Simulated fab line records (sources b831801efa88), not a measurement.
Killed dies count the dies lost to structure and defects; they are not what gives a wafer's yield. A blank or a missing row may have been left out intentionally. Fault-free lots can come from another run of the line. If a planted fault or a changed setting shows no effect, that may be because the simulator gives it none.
Comparing a struck lot with a sound one ; flow gf180mcu ; 38 steps out of a route of 602
Sound: these wafers, L566.1, L566.2, L566.4. The struck wafers were L556.1, L556.3, L556.5. The cause is named last.
For every step that has rows: the tool of each side, followed by ch and its chambers, followed by its first start. Under that, the readings that differ: sound wafers ; struck wafers ; difference of the means ; sigmas: that difference in standard deviations of wafers without a fault.
alike: a reading whose means differ by less than 2 such deviations, as well as words and numbers matching on both sides. not compared: withheld readings; readings where some wafer has no value; bounds like >300 that might hide an equal value; numbers whose values overlap and for which the record gives no deviation.
Wherever a step has rows on one side only, a row that says differs or no value, or a row with sigmas, the two part there. Numbers that don't overlap but have no deviation are shown without sigmas and don't part them. A reading missing from all wafers of one side parts the sides only when that side holds two or more wafers.

first, 5 steps without rows for these wafers: GF_HV_LDD_COAT_14 (resist thk 1000 nm); GF_HV_LDD_SOFTBAKE_15 (time 60 s); GF_HV_LDD_EXPOSE_16 (exposes mask Pplus LV AREA, target cd 400 nm); GF_HV_LDD_PEB_17; GF_HV_LDD_DEVELOP_18 (develop time 60 s).
GF_HV_LDD_CD_MEAS_19: target cd 400 nm.
  sound: cdSem-01 at day 15 20:02; struck: cdSem-02 at day 12 12:32
reading;sound;struck;difference;sigmas
cdNm (nm);401.0 401.4 404.9;396.4 396.9 396.9;-5.7;-2
GF_HV_LDD_OVL_MEAS_20:
  sound: overlay-02 at day 15 20:10; struck: overlay-02 at day 12 12:39
  alike: HV_LDD_01_OVL
following that, these wafers have no rows for 1 step: GF_HV_LDD_IMPLANT_21.
GF_HV_LDD_STRIP_22: strips in O2/N2.
  sound on plasmaAsher-04 ch 0,1, day 15 20:20; struck on plasmaAsher-04 ch 0,1, day 12 12:50
  alike: drypumpMotorCurrentA, heaterPowerW, o2FlowSccm, oesProductAu, stripTimeToEndpointS
  not compared: rfHoursCounterH
GF_HV_LDD_TW_MEAS_23:
  sound: filmMetro-03 at day 15 20:26; struck: filmMetro-03 at day 12 12:56
  alike: HV_LDD_2_TW
then, 2 steps without rows for these wafers: GF_HV_LDD_DEHYDRATE_24 (time 60 s); GF_HV_LDD_HMDS_25 (prime time 60 s).
GF_HV_LDD_COAT_26: resist thk 1000 nm.
  sound on lithoTrack-02 ch 0, day 16 07:05; struck on lithoTrack-01, day 12 22:37
  no value came back on the struck wafers for chillPlateTempC (C), dispensePressureKPa (kPa); on the sound wafers chillPlateTempC (C) reads 23.07 23.21 23.09
then, 4 steps without rows for these wafers: GF_HV_LDD_SOFTBAKE_27 (time 60 s); GF_HV_LDD_EXPOSE_28 (exposes mask Nplus HV AREA, target cd 400 nm); GF_HV_LDD_PEB_29; GF_HV_LDD_DEVELOP_30 (develop time 60 s).
GF_HV_LDD_CD_MEAS_31: target cd 400 nm.
  sound: cdSem-02 at day 16 18:41; struck: cdSem-02 at day 13 08:44
reading;sound;struck;difference;sigmas
cdNm (nm);407.6 406.8 406.7;- - -;no value on the struck wafers;
GF_HV_LDD_OVL_MEAS_32:
  sound: overlay-01 at day 16 18:48; struck: overlay-01 at day 13 08:52
reading;sound;struck;difference;sigmas
HV_LDD_02_OVL (nm);-0.8 0.1 -1.5;- - -;no value on the struck wafers;
then, 4 steps without rows for these wafers: GF_HV_LDD_IMPLANT_33; GF_HV_LDD_IMPLANT_34; GF_HV_LDD_IMPLANT_35; GF_HV_LDD_IMPLANT_36.
GF_HV_LDD_STRIP_37: strips in O2/N2.
  sound on plasmaAsher-03 ch 0,1, day 16 19:26; struck on plasmaAsher-02 ch 0,1, day 13 09:29
  no value came back on the struck wafers for oesProductAu (a.u.), stripTimeToEndpointS (s); on the sound wafers oesProductAu (a.u.) reads 0.719 0.706 0.715
  alike: drypumpMotorCurrentA, heaterPowerW, o2FlowSccm
  not compared: rfHoursCounterH
GF_HV_LDD_TW_MEAS_38:
  sound: filmMetro-04 at day 16 19:32; struck: filmMetro-03 at day 13 09:35
  alike: HV_LDD_3_TW
then, 7 steps without rows for these wafers: GF_HV_LDD_DEHYDRATE_39 (time 60 s); GF_HV_LDD_HMDS_40 (prime time 60 s); GF_HV_LDD_COAT_41 (resist thk 1000 nm); GF_HV_LDD_SOFTBAKE_42 (time 60 s); GF_HV_LDD_EXPOSE_43 (exposes mask Pplus HV AREA, target cd 400 nm); GF_HV_LDD_PEB_44; GF_HV_LDD_DEVELOP_45 (develop time 60 s).
GF_HV_LDD_CD_MEAS_46: target cd 400 nm.
  sound: cdSem-02 at day 17 18:09; struck: cdSem-02 at day 14 05:38
  alike: cdNm
GF_HV_LDD_OVL_MEAS_47:
  sound: overlay-01 at day 17 18:16; struck: overlay-01 at day 14 05:46
  alike: HV_LDD_03_OVL
following that, these wafers have no rows for 1 step: GF_HV_LDD_IMPLANT_48.
GF_HV_LDD_STRIP_49: strips in O2/N2.
  sound on plasmaAsher-02 ch 0,1, day 17 18:28; struck on plasmaAsher-04 ch 0,1, day 14 05:56
  alike: drypumpMotorCurrentA, heaterPowerW, o2FlowSccm, oesProductAu, stripTimeToEndpointS
  not compared: rfHoursCounterH
GF_HV_LDD_TW_MEAS_50:
  sound: filmMetro-01 at day 17 18:34; struck: filmMetro-03 at day 14 06:16
reading;sound;struck;difference;sigmas
HV_LDD_4_TW;575.5 575.8 572.4;1475.7 1472.2 1468.2;+897.5;+99 or more
  not compared: hold
following that, these wafers have no rows for 1 step: GF_PASSIVATION_PROBE_99.

## WHERE THEY PART
Earliest at GF_HV_LDD_CD_MEAS_19; latest, in this record, at GF_HV_LDD_TW_MEAS_50.

WHY: the cause the simulator had injected
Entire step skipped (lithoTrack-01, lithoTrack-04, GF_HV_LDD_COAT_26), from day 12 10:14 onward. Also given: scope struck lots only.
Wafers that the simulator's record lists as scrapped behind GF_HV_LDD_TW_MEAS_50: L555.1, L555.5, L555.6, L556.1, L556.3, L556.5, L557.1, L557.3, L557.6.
